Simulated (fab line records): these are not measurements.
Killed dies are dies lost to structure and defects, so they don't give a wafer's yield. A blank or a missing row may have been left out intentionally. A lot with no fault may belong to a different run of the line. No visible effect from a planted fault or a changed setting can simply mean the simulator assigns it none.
Split-lot trial | flow sky130 | on a route of 708 steps: 5 lots, 23 wafers read

== THE SPLIT ==
At SKY_SONOS_TUNNEL_COAT_02 (resist thk 1140 nm), the setting spin-rpm was moved away from the recipe's 3000 rpm on 9 of the 23 wafers read, by -2.7% to +7.3%. This setting was run at the recipe's value on the other wafers.

The reading comes from the split's own step.

== THE READING ==
NOVOLAK_of_SONOS_TUNNEL_COAT_02.thk-nm (the simulator's own value, which no gauge read), in nm, at SKY_SONOS_TUNNEL_COAT_02 (resist thk 1140 nm). The file gives no usual value for it. Average 1143 nm, standard deviation 2.1 nm, over the 14 wafers here run with the recipe.

wafer  | tool, chamber at the split | spin-rpm as run, rpm | against the recipe | NOVOLAK_of_SONOS_TUNNEL_COAT_02.thk-nm, nm | against lot-mates on the recipe
L074.1 | litho-track-02, 0          | 3000                 | recipe             | 1139                                       | -
L074.3 | litho-track-02, 0          | 3000                 | recipe             | 1143                                       | -
L074.4 | litho-track-02, 0          | 3096                 | +3.2%              | 1122                                       | -19
L074.5 | litho-track-02, 0          | 3096                 | +3.2%              | 1122                                       | -19
L074.6 | litho-track-02, 0          | 3096                 | +3.2%              | 1122                                       | -19
L079.4 | litho-track-01, 0          | 3000                 | recipe             | 1143                                       | -
L079.5 | litho-track-01, 0          | 3000                 | recipe             | 1141                                       | -
L079.6 | litho-track-01, 0          | 3000                 | recipe             | 1145                                       | -
L082.1 | litho-track-03, 0          | 3000                 | recipe             | 1147                                       | -
L082.2 | litho-track-03, 0          | 3000                 | recipe             | 1142                                       | -
L082.4 | litho-track-03, 0          | 3219                 | +7.3%              | 1105                                       | -39
L082.5 | litho-track-03, 0          | 3219                 | +7.3%              | 1108                                       | -36
L082.6 | litho-track-03, 0          | 3000                 | recipe             | 1144                                       | -
L083.1 | litho-track-03, 0          | 3000                 | recipe             | 1142                                       | -
L083.2 | litho-track-03, 0          | 3000                 | recipe             | 1145                                       | -
L083.3 | litho-track-03, 0          | 3000                 | recipe             | 1143                                       | -
L083.4 | litho-track-03, 0          | 2919                 | -2.7%              | 1157                                       | +14
L083.5 | litho-track-03, 0          | 2919                 | -2.7%              | 1154                                       | +11
L084.1 | litho-track-01, 0          | 3139                 | +4.6%              | 1116                                       | -27
L084.2 | litho-track-01, 0          | 3000                 | recipe             | 1145                                       | -
L084.3 | litho-track-01, 0          | 3000                 | recipe             | 1143                                       | -
L084.5 | litho-track-01, 0          | 3139                 | +4.6%              | 1118                                       | -25
L084.6 | litho-track-01, 0          | 3000                 | recipe             | 1140                                       | -

THE FIT
A straight line over all 23 wafers: NOVOLAK_of_SONOS_TUNNEL_COAT_02.thk-nm changes by -5.26 nm for each +1% of spin-rpm; r = -0.99; the points scatter about the line by 2.5 nm.
The same after taking each lot's own level away (the mean of its wafers on the recipe; 23 wafers): -5.25 nm for each +1%; r = -0.99; scatter 1.9 nm.
According to that fit, moving spin-rpm by its largest amount changes the reading by 38 nm.
From 1141.0 to 1144.3 nm: that is the span of the lots' own levels, equal to 1.6 times the standard deviation above.
Consequently the slope shifts little with the lot-to-lot level, the two slopes agreeing.
Check: for one of the wafers moved furthest among these (+7.3%), held out of the fit, the line's prediction against its lot-mates is -38.7 nm. Against them it came out at -39.3 nm.

== ADDITIONAL SPLITS CARRIED BY THESE WAFERS ==
Note: prior to the reading, these wafers also went through further splits. Each is held against what the fit with the lots' levels taken away leaves over:
other split on the same wafers               | wafers away from the commonest value | r with NOVOLAK_of_SONOS_TUNNEL_COAT_02.thk-nm (lot level and that fit taken away)
SKY_VT_ADJUST_HVTR_DEVELOP_06 develop-time-s | 9                                    | -0.05
SKY_VT_ADJUST_PCH_COAT_02 spin-rpm           | 11                                   | +0.29

== THE FILE'S OWN FIT ==
NOVOLAK_of_SONOS_TUNNEL_COAT_02.thk-nm changes by -5.32 nm for each +1% of spin-rpm, r = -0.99.
